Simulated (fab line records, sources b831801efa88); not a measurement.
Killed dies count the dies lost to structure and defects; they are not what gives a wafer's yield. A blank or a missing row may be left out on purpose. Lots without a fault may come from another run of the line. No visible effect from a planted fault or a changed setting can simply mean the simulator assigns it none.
Struck lot and sound lot, side by side || flow sfq_line || 14 steps out of a route of 325
Sound: wafers L997.1, L997.2, L997.5. Struck: wafers L988.4, L988.5, L988.6. The cause is given at the end.
Order at every step that has rows: each side's tool, ch and its chambers, its first start. Under that, the readings that differ: sound wafers || struck wafers || difference of the means || sigmas: that difference in standard deviations of wafers without a fault.
alike: readings whose means differ by less than 2 such deviations, and words and numbers that are the same on both sides. not compared: withheld readings, readings that some wafer has no value for, bounds like >300 that may hide the same value, and numbers for which the record gives no deviation and whose values overlap.
The two part at a step that has a row with sigmas, a row that says differs or no value, or rows on one side only. Non-overlapping numbers with no deviation appear without sigmas and do not part them. Lack of a reading on every wafer of one side parts them only where that side has two or more wafers.

SFQ_TRILAYER_JJ_CE_ETCH_RIE_118: chemistry SF6, target Nb, stops on Al2O3, time 97.7 s, target depth 170 nm.
  sound on rie_metal-03 ch 0,1, day 60 01:52; struck on rie_metal-02 ch 0,1, day 57 15:06
  alike: drypump_motor_current_A, oes_product_au
  not compared: rf_hours_counter_h
after that, 1 step had no rows for these wafers: SFQ_TRILAYER_JJ_ANODIZE_ANODIZE_119.
SFQ_TRILAYER_JJ_CE_STRIP_STRIP_120: strips in O2.
  sound on rie_metal-01 ch 0,1, day 60 02:28; struck on rie_metal-03 ch 0,1, day 57 15:52
  alike: drypump_motor_current_A, oes_product_au
  not compared: rf_hours_counter_h
then, 7 steps without rows for these wafers: SFQ_TRILAYER_JJ_CE_STRIP_SOLV_CLEAN_121 (cleans in NMP, time 600 s); SFQ_TRILAYER_M5_LITHO_COAT_128 (resist thk 62 nm); SFQ_TRILAYER_M5_LITHO_COAT_123 (resist thk 600 nm); SFQ_TRILAYER_M5_LITHO_SOFTBAKE_127; SFQ_TRILAYER_M5_LITHO_EXPOSE_124 (exposes mask M5, target cd 700 nm); SFQ_TRILAYER_M5_LITHO_PEB_126 (peb time 60 s); SFQ_TRILAYER_M5_LITHO_DEVELOP_125 (time 60 s).
SFQ_M5_OVL_MEAS_932:
  sound: overlay-02 at day 60 05:30; struck: overlay-01 at day 57 19:49
  alike: M5_OVL
SFQ_TRILAYER_M5_BARC_OPEN_METAL_ETCH_161: etches BARC in O2, target depth 125 nm, time 41.7 s.
  sound on rie_metal-04 ch 0,1, day 60 05:32; struck on rie_metal-02 ch 0,1, day 57 19:50
  alike: drypump_motor_current_A, oes_product_au
  not compared: rf_hours_counter_h
SFQ_TRILAYER_M5_ETCH_METAL_ETCH_126: etches Nb in Cl2/BCl3, stops on SiO2, time 203.2 s, target depth 265 nm.
  sound on rie_metal-04 ch 0,1, day 60 05:35; struck on rie_metal-02 ch 0,1, day 57 19:57
{"reading": "model.KrF_of_TRILAYER_M5_LITHO_COAT_123.thk_nm (nm)", "sound": "378.4 369.4 377.8", "struck": "393.2 388.8 393", "difference": "+16.5", "sigmas": ""}
  alike: drypump_motor_current_A, oes_product_au
  not compared: rf_hours_counter_h, model.M5.feature_depth_nm, model.SiO2_of_TRILAYER_I4_DEP_PECVD_099.thk_nm
SFQ_TRILAYER_M5_STRIP_STRIP_127: strips in O2.
  sound on rie_metal-04 ch 0,1, day 60 05:47; struck on rie_metal-02 ch 0,1, day 57 20:17
  alike: drypump_motor_current_A, oes_product_au
  not compared: rf_hours_counter_h

WHERE THEY PART
Nowhere in this record.

WHY: whatever the simulator had introduced
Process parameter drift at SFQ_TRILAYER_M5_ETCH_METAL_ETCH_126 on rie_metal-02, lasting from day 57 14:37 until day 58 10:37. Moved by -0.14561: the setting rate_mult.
